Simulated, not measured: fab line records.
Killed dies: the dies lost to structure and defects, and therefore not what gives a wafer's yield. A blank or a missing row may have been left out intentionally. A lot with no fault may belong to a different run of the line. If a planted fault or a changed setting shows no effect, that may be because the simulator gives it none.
8D (eight disciplines) problem report, filled in by code	flow sky130	the parts of the form that need people (team, actions taken, sign-off) are left out

== 1. WHAT IS WRONG ==
At SKY_METAL3_SPUTTER_03, cathode dc power W averages 3151.6 W over 9 wafers from 3 lots, while fault-free wafers read 3000.0 W, standard deviation 0.49. That is +99 or more standard deviations from the usual mean.
The step: material Ti, target thk 5 nm, time 3.3 s.
Seen first at day 39 15:29 on pvd sputter-04, wafer L458.3. Wafers with a number at this step in the record: 36, from 12 lots. Rule for "out" (also "out of limits"): further than 4 standard deviations from the usual mean. The other wafers with a number count as sound.

== 2. WHAT IT IS, AND WHAT IT ISN'T ==
question	is	is not
which readings at this step	cathode dc power W	throttle valve pct
which lots	L458, L460, L462	L449, L453, L457, L465, L466, L467, L469, L470, L471
which wafers of those lots	all that have a number	-
read on which tools	pvd sputter-04	pvd sputter-01, pvd sputter-02
when	from day 39 15:29	up to then (9 sound wafers); but 18 sound wafers of L465, L466, L467, L469, L470, L471 came after

== 3. THE SUSPECTS, EACH WITH WHAT RULES IT OUT ==
Counting: a tool at a process step up to the reading stays a suspect if it ran every lot that is out and no sound lot after the first of them.
- cmp-01 at SKY_VIA1_CMP_24 (polishes, stops on SiO2, t overpolish 15 s, target thk 0 nm): ruled out as a lasting fault. Following L458 (day 37 02:27), the first lot on it that is out, the sound lots L465, L466, L467, L469, L470, L471 were run on it.
- pvd sputter-04 at SKY_METAL3_SPUTTER_03 (material Ti, target thk 5 nm, time 3.3 s): kept. It ran every lot that is out, first L458 (day 39 15:29), and no sound lot after that; its last sound lot up to then is L457 (day 39 14:35). Its own cathode dc power W readings are out on those wafers.
Left after counting: pvd sputter-04 at SKY_METAL3_SPUTTER_03.

== 4. THE CAUSE (what the simulator had put in) ==
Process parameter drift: pvd sputter-04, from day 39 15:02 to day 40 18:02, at SKY_METAL3_SPUTTER_03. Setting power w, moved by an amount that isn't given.
Counting left only this tool.

== 5. THE CHAIN OF EFFECTS, in route order ==
Each row: a reading where the mean over the struck wafers with a number is more than 3 standard deviations away from the usual. Only readings for which the record gives a usual standard deviation are gone through. hours: the time from each lot's start at the first step in this table that gives one to its start at this step, as a median over the lots. sigmas: the change in usual standard deviations.
hours	step	reading	usual	on struck wafers	change	sigmas
0	SKY_METAL3_SPUTTER_03	cathode dc power W	3000.0 W	3151.6	+151.6	+99 or more
It contains these process steps:
- SKY_METAL3_SPUTTER_03: material Ti, target thk 5 nm, time 3.3 s.
Later measuring or inspecting steps at which every struck wafer that the step has a row for has a number for every such reading, and none has moved that far: SKY_CAPM_OVL_MEAS_12.

== 6. WHAT WOULD HAVE CAUGHT IT SOONER ==
0 hours passed between the start of the fault at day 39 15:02 and the first reading out of limits in this record, taken at day 39 15:29.
